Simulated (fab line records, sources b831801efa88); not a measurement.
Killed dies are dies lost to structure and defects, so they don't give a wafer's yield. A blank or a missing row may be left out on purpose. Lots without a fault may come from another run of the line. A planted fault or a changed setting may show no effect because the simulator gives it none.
Split-lot experiment | flow sky130 | 5 lots, 23 wafers read, on a route of 708 steps

THE SPLIT
At SKY_FIELD_ISO_OXIDATION_22 (stabilise 600 s, purge 300 s, target thk 10 nm), the setting temp_c was moved away from the recipe's 950 C on 15 of the 23 wafers read, by +1.3% to +2.9%. The other wafers ran this setting at the recipe's value.

The file shows no step between the split and the reading.

THE READING
FIELD_ISO_OXIDATION_01_THK, in nm, at SKY_FIELD_ISO_THK_MEAS_23. Fault-free wafers of this fab line usually give 9.88 nm, standard deviation 0.22 nm.

wafer  | tool, chamber at the split | temp_c as run, C | against the recipe | FIELD_ISO_OXIDATION_01_THK, nm | against lot-mates on the recipe
L075.1 | -, -                       | 972.8            | +2.4%              | 12.91                          | no lot-mate on the recipe
L075.2 | -, -                       | 972.8            | +2.4%              | 13.03                          | no lot-mate on the recipe
L075.3 | -, -                       | 972.8            | +2.4%              | 13.08                          | no lot-mate on the recipe
L075.4 | -, -                       | 972.8            | +2.4%              | 12.88                          | no lot-mate on the recipe
L075.6 | -, -                       | 972.8            | +2.4%              | 12.95                          | no lot-mate on the recipe
L077.2 | furnace-01, 0              | 950              | recipe             | 9.99                           | -
L077.3 | furnace-01, 0              | 950              | recipe             | 10.00                          | -
L077.5 | furnace-01, 0              | 950              | recipe             | 9.94                           | -
L079.1 | -, -                       | 962.4            | +1.3%              | 11.53                          | no lot-mate on the recipe
L079.2 | -, -                       | 962.4            | +1.3%              | 11.67                          | no lot-mate on the recipe
L079.4 | -, -                       | 962.4            | +1.3%              | 11.53                          | no lot-mate on the recipe
L079.5 | -, -                       | 962.4            | +1.3%              | 11.43                          | no lot-mate on the recipe
L079.6 | -, -                       | 962.4            | +1.3%              | 11.50                          | no lot-mate on the recipe
L081.1 | -, -                       | 950              | recipe             | 10.00                          | -
L081.2 | -, -                       | 950              | recipe             | 9.94                           | -
L081.3 | -, -                       | 950              | recipe             | 10.11                          | -
L081.4 | -, -                       | 950              | recipe             | 10.11                          | -
L081.6 | -, -                       | 950              | recipe             | 10.19                          | -
L085.1 | -, -                       | 977.9            | +2.9%              | 13.84                          | no lot-mate on the recipe
L085.2 | -, -                       | 977.9            | +2.9%              | 13.72                          | no lot-mate on the recipe
L085.4 | -, -                       | 977.9            | +2.9%              | 13.77                          | no lot-mate on the recipe
L085.5 | -, -                       | 977.9            | +2.9%              | 13.56                          | no lot-mate on the recipe
L085.6 | -, -                       | 977.9            | +2.9%              | 13.89                          | no lot-mate on the recipe

THE FIT
A straight line over all 23 wafers: FIELD_ISO_OXIDATION_01_THK changes by +1.25 nm for each +1% of temp_c; r = +1.00; the points scatter about the line by 0.12 nm.
Too few moved wafers have a lot-mate on the recipe to fit a line with each lot's own level taken away.

THE WHOLE CHAIN: every reading that the file lists as answering this split, in the file's order
step                       | what it does                                   | reading                                                                                | change (the file's fit)              | r (the file's)
SKY_FIELD_ISO_OXIDATION_22 | stabilise 600 s, purge 300 s, target thk 10 nm | SiO2_of_FIELD_ISO_OXIDATION_22.thk_nm (the simulator's own value, which no gauge read) | +1.25 nm for each +1% of the setting | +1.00
SKY_FIELD_ISO_THK_MEAS_23  |                                                | FIELD_ISO_OXIDATION_01_THK                                                             | +1.25 for each +1% of the setting    | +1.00

THE FILE'S OWN FIT
FIELD_ISO_OXIDATION_01_THK changes by +1.25 nm for each +1% of temp_c, r = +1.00.
